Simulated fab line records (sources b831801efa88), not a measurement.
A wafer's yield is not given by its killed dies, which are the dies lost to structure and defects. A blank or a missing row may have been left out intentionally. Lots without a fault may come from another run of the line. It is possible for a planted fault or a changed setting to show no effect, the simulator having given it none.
Which tool is to blame? :: flow sky130 :: Sampling: 10 lots, 30 wafers, 5 of 708 route steps

== WHAT EACH GAUGE READ, for each wafer ==
SKY_SONOS_ONO_THK_MEAS_05.
lot: L154
measured: day 12 02:14
on: filmMetro-02
SONOS_ONO_CVD_04_THK (nm): 5.61 5.67 5.82

lot: L155
measured: day 12 08:11
on: filmMetro-04
SONOS_ONO_CVD_04_THK (nm): 5.77 5.71 5.72

lot: L166
measured: day 15 16:38
on: filmMetro-04
SONOS_ONO_CVD_04_THK (nm): 5.79 5.86 5.81

lot: L170
measured: day 17 07:16
on: filmMetro-03
SONOS_ONO_CVD_04_THK (nm): 5.72 5.59 5.68

lot: L172
measured: day 18 03:22
on: filmMetro-03
SONOS_ONO_CVD_04_THK (nm): 5.84 5.80 5.77

lot: L173
measured: day 18 07:33
on: filmMetro-03
SONOS_ONO_CVD_04_THK (nm): 5.55 5.68 5.57

lot: L176
measured: day 19 04:58
on: filmMetro-03
SONOS_ONO_CVD_04_THK (nm): 5.82 5.79 5.68

== WHICH TOOL RAN EACH LOT (tool, then ch and the chambers of the sampled wafers, then the start) ==
lot: L154
SKY_FIELD_ISO_ETCH_14: rieDiel-04 ch 0,2,3, day 2 11:40
SKY_FIELD_ISO_ETCH_15: rieDiel-04 ch 0,2,3, day 2 11:43
SKY_FIELD_ISO_STRIP_16: plasmaAsher-04 ch 0,1, day 2 11:46
SKY_FIELD_ISO_CMP_27: cmp-01 ch 0,2,3, day 2 17:08

lot: L155
SKY_FIELD_ISO_ETCH_14: rieDiel-04 ch 0,1,2, day 2 15:01
SKY_FIELD_ISO_ETCH_15: rieDiel-04 ch 0,1,2, day 2 15:04
SKY_FIELD_ISO_STRIP_16: plasmaAsher-02 ch 0,1, day 2 15:07
SKY_FIELD_ISO_CMP_27: cmp-02 ch 1,2,3, day 2 21:10

lot: L166
SKY_FIELD_ISO_ETCH_14: rieDiel-01 ch 1,2,3, day 4 23:22
SKY_FIELD_ISO_ETCH_15: rieDiel-01 ch 1,2,3, day 4 23:25
SKY_FIELD_ISO_STRIP_16: plasmaAsher-01 ch 0,1, day 4 23:28
SKY_FIELD_ISO_CMP_27: cmp-02 ch 1,2,3, day 5 06:32

lot: L167
SKY_FIELD_ISO_ETCH_14: rieDiel-01 ch 0,1, day 5 04:31
SKY_FIELD_ISO_ETCH_15: rieDiel-01 ch 0,1, day 5 04:34
SKY_FIELD_ISO_STRIP_16: plasmaAsher-01 ch 0,1, day 5 04:37
SKY_FIELD_ISO_CMP_27: cmp-02 ch 2,3, day 5 10:11

lot: L168
SKY_FIELD_ISO_ETCH_14: rieDiel-04 ch 0,2,3, day 5 09:52
SKY_FIELD_ISO_ETCH_15: rieDiel-04 ch 0,2,3, day 5 09:55
SKY_FIELD_ISO_STRIP_16: plasmaAsher-04 ch 0,1, day 5 09:58
SKY_FIELD_ISO_CMP_27: cmp-02 ch 2,3, day 5 13:22

lot: L169
SKY_FIELD_ISO_ETCH_14: rieDiel-01 ch 2,3, day 5 15:34
SKY_FIELD_ISO_ETCH_15: rieDiel-01 ch 2,3, day 5 15:37
SKY_FIELD_ISO_STRIP_16: plasmaAsher-01 ch 0,1, day 5 15:40
SKY_FIELD_ISO_CMP_27: cmp-01 ch 1,2, day 5 18:59

lot: L170
SKY_FIELD_ISO_ETCH_14: rieDiel-01 ch 2,3, day 6 01:55
SKY_FIELD_ISO_ETCH_15: rieDiel-01 ch 2,3, day 6 01:58
SKY_FIELD_ISO_STRIP_16: plasmaAsher-02 ch 0,1, day 6 02:01
SKY_FIELD_ISO_CMP_27: cmp-02 ch 0,1,2, day 6 05:20

lot: L172
SKY_FIELD_ISO_ETCH_14: rieDiel-01 ch 1,2,3, day 6 09:52
SKY_FIELD_ISO_ETCH_15: rieDiel-01 ch 1,2,3, day 6 09:55
SKY_FIELD_ISO_STRIP_16: plasmaAsher-01 ch 0,1, day 6 10:00
SKY_FIELD_ISO_CMP_27: cmp-02 ch 1,2,3, day 6 14:43

lot: L173
SKY_FIELD_ISO_ETCH_14: rieDiel-04 ch 1,3, day 6 12:52
SKY_FIELD_ISO_ETCH_15: rieDiel-04 ch 1,3, day 6 12:55
SKY_FIELD_ISO_STRIP_16: plasmaAsher-02 ch 0,1, day 6 12:58
SKY_FIELD_ISO_CMP_27: cmp-01 ch 0,2, day 6 18:04

lot: L176
SKY_FIELD_ISO_ETCH_14: rieDiel-01 ch 0,3, day 7 04:54
SKY_FIELD_ISO_ETCH_15: rieDiel-01 ch 0,3, day 7 04:56
SKY_FIELD_ISO_STRIP_16: plasmaAsher-04 ch 0,1, day 7 04:59
SKY_FIELD_ISO_CMP_27: cmp-02 ch 0,3, day 7 10:34
- SKY_FIELD_ISO_ETCH_14: etches BARC in N2/H2, stops on SiO2, time 45.9 s, target depth 60 nm.
- SKY_FIELD_ISO_ETCH_15: etches the open film in CHF3/O2, stops on Si, target depth 180 nm, time 72 s.
- SKY_FIELD_ISO_STRIP_16: strips in O2/N2.
- SKY_FIELD_ISO_CMP_27: polishes, stops on Si3N4, t overpolish 16 s, target thk 457.8 nm.

== THE ANSWER, worked out from the rows above alone ==
Rule: the lots themselves supply what counts as usual. Put in order of their means at a reading, lots are off if they are a third of the lots or fewer, leave a main group of 4 or more, and stand apart from it by a gap of 3 or more times the standard deviation of the main group's means; of several such gaps the widest counts. If all means in a main group match to the digits the tables above print for the reading, that group is not used. Also off: a lot with no number at a reading for which 4 or more lots have one. Any other lot the step has rows for is counted as sound.
None of the lots is off at any reading shown; this tells nothing.

== WHAT WAS PUT IN BY THE SIMULATOR ==
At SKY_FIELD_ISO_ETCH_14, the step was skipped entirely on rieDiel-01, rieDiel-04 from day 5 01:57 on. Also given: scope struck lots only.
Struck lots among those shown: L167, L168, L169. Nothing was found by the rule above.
